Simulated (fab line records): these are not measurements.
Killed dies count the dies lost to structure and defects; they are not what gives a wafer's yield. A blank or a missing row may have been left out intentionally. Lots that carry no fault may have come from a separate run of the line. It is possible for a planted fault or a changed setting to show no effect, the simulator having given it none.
Which tool is to blame? + flow gf180mcu + 6 lots, 18 wafers sampled, at 3 steps of a route of 602

## WHAT THE GAUGES SHOWED, per wafer
GF_TOP_METAL_CD_MEAS_14: target cd 440 nm.
| lot  | measured     | on        | cd-nm (nm)        |
|------|--------------|-----------|-------------------|
| L217 | day 28 17:36 | cd-sem-01 | 437.9 439.4 437.6 |
| L220 | day 30 08:26 | cd-sem-01 | 433.8 434.5 434.9 |
| L224 | day 31 01:40 | cd-sem-01 | 438.4 437.3 437.8 |
| L227 | day 31 23:27 | cd-sem-01 | 442.0 439.2 442.3 |
| L232 | day 32 23:29 | cd-sem-02 | 461.9 463.4 462.2 |
| L235 | day 33 15:08 | cd-sem-01 | 439.9 440.4 439.1 |

## WHICH TOOL RAN EACH LOT (tool, then ch and the chambers of the sampled wafers, then the start)
| lot  | GF_V4_CVD_23                  | GF_TOP_METAL_COAT_09              |
|------|-------------------------------|-----------------------------------|
| L217 | cvd-w-02 ch 0,1, day 25 03:47 | litho-track-04 ch 0, day 28 07:18 |
| L220 | cvd-w-02 ch 0,1, day 26 21:59 | litho-track-01 ch 0, day 29 22:32 |
| L224 | cvd-w-02 ch 0,1, day 27 17:38 | litho-track-01 ch 0, day 30 16:31 |
| L227 | cvd-w-02 ch 0,1, day 28 19:01 | litho-track-01 ch 0, day 31 14:43 |
| L232 | cvd-w-02 ch 0,1, day 29 20:41 | litho-track-04 ch 0, day 32 14:46 |
| L235 | cvd-w-02 ch 0,1, day 30 16:08 | litho-track-03 ch 0, day 33 06:50 |
- GF_V4_CVD_23: deposits W, target thk 350 nm, time 104.9 s.
- GF_TOP_METAL_COAT_09: resist thk 1500 nm.

## THE ANSWER, worked out from the rows above alone
Rule: usual is defined by the lots themselves. The widest of any qualifying gaps counts: lots, ordered by their means at a reading, are off when they make up no more than a third of the lots, leave a main group of 4 or more, and stand apart from it by 3 or more times the standard deviation of that group's means. Not used: any main group whose means are identical at the precision the tables above print for the reading. Also off: a lot with no number at a reading for which 4 or more lots have one. The other lots that the step has rows for count as sound.
Off: L232, at GF_TOP_METAL_CD_MEAS_14 (cd-nm). The main group: mean 438.3 nm, standard deviation 2.3.
If a tool, at a process step before that reading, ran all the lots that are off and no sound lot after the first of them, it fits. Gauges at GF_TOP_METAL_CD_MEAS_14: tried the same way as those tools. 2 tools fit, litho-track-04 at GF_TOP_METAL_COAT_09 and cd-sem-02 at GF_TOP_METAL_CD_MEAS_14, so this cannot tell which one it is.

## WHAT THE SIMULATOR PUT IN
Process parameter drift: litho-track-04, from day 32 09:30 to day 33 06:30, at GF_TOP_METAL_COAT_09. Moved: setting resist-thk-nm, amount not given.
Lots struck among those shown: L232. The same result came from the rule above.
